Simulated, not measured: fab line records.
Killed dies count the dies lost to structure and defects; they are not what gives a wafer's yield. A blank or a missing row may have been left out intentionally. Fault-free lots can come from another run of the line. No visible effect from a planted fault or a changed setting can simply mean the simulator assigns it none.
8D (eight disciplines) problem report, filled in by code | flow gf180mcu | the parts of the form that need people (team, actions taken, sign-off) are left out

## 1. THE PROBLEM
Across 6 wafers from 2 lots, NSD_TW at GF_NSD_TW_MEAS_12 averages 30, while fault-free wafers read 4243 with a standard deviation of 44. That is -96 standard deviations from the usual mean.
Seen first at day 20 12:18 on film metro-03, wafer L920.3. The record holds 42 wafers of 14 lots with a number at this step. Rule for "out", or "out of limits": more than 4 standard deviations from the usual mean. All remaining wafers that have a number are taken as sound.

## 2. WHAT IT IS; WHAT IT IS NOT
question                    | is                           | is not
which readings at this step | NSD_TW                       | -
which lots                  | L920, L922                   | L900, L901, L902, L904, L905, L906, L909, L910, L911, L912, L913, L923
which wafers of those lots  | all that have a number       | -
read on which gauges        | film metro-01, film metro-03 | film metro-04
when                        | from day 20 12:18            | up to then (33 sound wafers); but 3 sound wafers of L923 came after

## 3. THE SUSPECTS, EACH WITH WHAT RULES IT OUT
Counting: a tool at a process step up to the reading stays a suspect if it ran every lot that is out and no sound lot after the first of them.
- the gauge at GF_NSD_TW_MEAS_12 is ruled out. The wafers that are out were read on 2 gauges (film metro-01, film metro-03).
- litho track-02 at GF_NSD_DEVELOP_06 (develop time 60 s): kept. It ran every lot that is out, first L920 (day 20 11:38), and no sound lot after that; its last sound lot up to then is L911 (day 17 12:23).
Left after counting: litho track-02 at GF_NSD_DEVELOP_06.

## 4. THE CAUSE (what the simulator had put in)
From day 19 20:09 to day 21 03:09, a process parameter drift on litho track-02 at GF_NSD_DEVELOP_06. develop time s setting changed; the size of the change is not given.
This tool alone remained once counting was done.

## 5. SEQUENCE OF EFFECTS, ordered by route
Each row: a reading whose mean over the struck wafers that have a number lies more than 3 standard deviations from the usual. Only readings whose record carries a usual standard deviation are examined. hours: median over the lots of the time between each lot's start at the first step of this table that gives one and its start at this step. sigmas: the change, counted in usual standard deviations.
hours | step              | reading | usual | on struck wafers | change | sigmas
0     | GF_NSD_TW_MEAS_12 | NSD_TW  | 4243  | 30               | -4213  | -96
Later measuring or inspecting steps at which every struck wafer that the step has a row for has a number for every such reading, and none has moved that far: GF_PSD_OVL_MEAS_08.

## 6. HOW IT WOULD HAVE BEEN CAUGHT EARLIER
In this record the first reading out of limits at a measuring or inspecting step was taken at day 20 12:18, 16 hours after the fault began at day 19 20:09.
Lots out: 2; of these, L922 started GF_NSD_DEVELOP_06 on litho track-02 after day 20 12:18. Putting the tool on hold at that point would have spared it.
